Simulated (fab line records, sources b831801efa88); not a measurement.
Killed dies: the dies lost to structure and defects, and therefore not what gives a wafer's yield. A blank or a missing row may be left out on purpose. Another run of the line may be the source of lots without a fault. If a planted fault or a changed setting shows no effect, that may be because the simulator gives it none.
Which tool did it? | flow sky130 | 12 lots with 36 wafers sampled at 4 steps, on a route of 708 steps

## WHAT EACH GAUGE READ, for each wafer
SKY_CAPM_THK_MEAS_01.
lot  | measured     | on            | CAPM_CVD_00_THK (nm)
L075 | day 36 22:01 | film_metro-03 | 15.39 15.36 15.18
L077 | day 37 17:46 | film_metro-02 | 15.18 15.14 15.50
L078 | day 38 14:47 | film_metro-01 | 15.15 15.19 15.40
L081 | day 38 20:44 | film_metro-02 | 15.68 15.85 15.86
L083 | day 39 09:28 | film_metro-02 | 15.71 15.14 15.45
L085 | day 40 00:16 | film_metro-03 | 15.39 15.71 15.63
L086 | day 40 08:02 | film_metro-02 | 15.37 15.64 15.71
L089 | day 40 20:19 | film_metro-03 | 15.49 15.86 15.84
L091 | day 41 16:26 | film_metro-01 | 15.52 15.95 15.73
L093 | day 42 04:59 | film_metro-01 | 15.39 15.28 15.74
L094 | day 42 21:52 | film_metro-02 | 15.37 15.54 15.53
L097 | day 43 08:10 | film_metro-02 | 15.61 15.53 15.50

## WHAT TOOL EACH LOT RAN ON (gives the tool, then ch and the chambers of the sampled wafers, and finally the start)
lot  | SKY_CONTACT_STRIP_19                 | SKY_CONTACT_SPUTTER_23       | SKY_VIA1_ETCH_14
L075 | plasma_asher-03 ch 0,1, day 32 03:17 | pvd_sputter-02, day 32 03:52 | rie_diel-03 ch 0,2,3, day 34 12:22
L077 | plasma_asher-04 ch 0,1, day 32 23:48 | pvd_sputter-02, day 33 00:26 | rie_diel-03 ch 1,2, day 35 08:52
L078 | plasma_asher-03 ch 0,1, day 33 21:05 | pvd_sputter-03, day 33 21:38 | rie_diel-04 ch 1,3, day 36 06:12
L081 | plasma_asher-04 ch 0, day 34 03:08   | pvd_sputter-03, day 34 03:49 | rie_diel-04 ch 1,2,3, day 36 13:05
L083 | plasma_asher-04 ch 0,1, day 34 17:17 | pvd_sputter-04, day 34 18:26 | rie_diel-01 ch 0,2,3, day 37 01:47
L085 | plasma_asher-01 ch 0,1, day 35 08:47 | pvd_sputter-02, day 35 09:28 | rie_diel-03 ch 2,3, day 37 16:41
L086 | plasma_asher-04 ch 0,1, day 35 19:08 | pvd_sputter-02, day 35 19:44 | rie_diel-03 ch 0,1,2, day 38 00:52
L089 | plasma_asher-03 ch 0,1, day 36 08:12 | pvd_sputter-03, day 36 08:48 | rie_diel-03 ch 0,1,2, day 38 13:59
L091 | plasma_asher-03 ch 0,1, day 37 04:25 | pvd_sputter-02, day 37 05:02 | rie_diel-03 ch 0,2,3, day 39 09:54
L093 | plasma_asher-03 ch 0,1, day 37 18:11 | pvd_sputter-02, day 37 18:50 | rie_diel-04 ch 1,2,3, day 39 23:57
L094 | plasma_asher-04 ch 0,1, day 38 07:00 | pvd_sputter-02, day 38 07:39 | rie_diel-03 ch 0,1,3, day 40 12:51
L097 | plasma_asher-04 ch 0,1, day 38 22:59 | pvd_sputter-02, day 38 23:32 | rie_diel-03 ch 2,3, day 41 03:34
- SKY_CONTACT_STRIP_19: strips in O2/N2.
- SKY_CONTACT_SPUTTER_23: material TiN, target thk 20 nm, time 80 s.
- SKY_VIA1_ETCH_14: etches BARC in N2/H2, stops on SiO2, time 45.9 s, target depth 60 nm.

## THE ANSWER, worked out from the rows above alone
Rule: what is usual is taken from the lots themselves. Put in order of their means at a reading, lots are off if they are a third of the lots or fewer, leave a main group of 4 or more, and stand apart from it by a gap of 3 or more times the standard deviation of the main group's means; of several such gaps the widest counts. Not used: any main group whose means are identical at the precision the tables above print for the reading. A lot without any number at a reading at which 4 lots or more have one is off too. All remaining lots with rows at the step are treated as sound.
No lot is off at any reading shown: from this, nothing can be told.

## WHAT THE SIMULATOR HAD PUT IN
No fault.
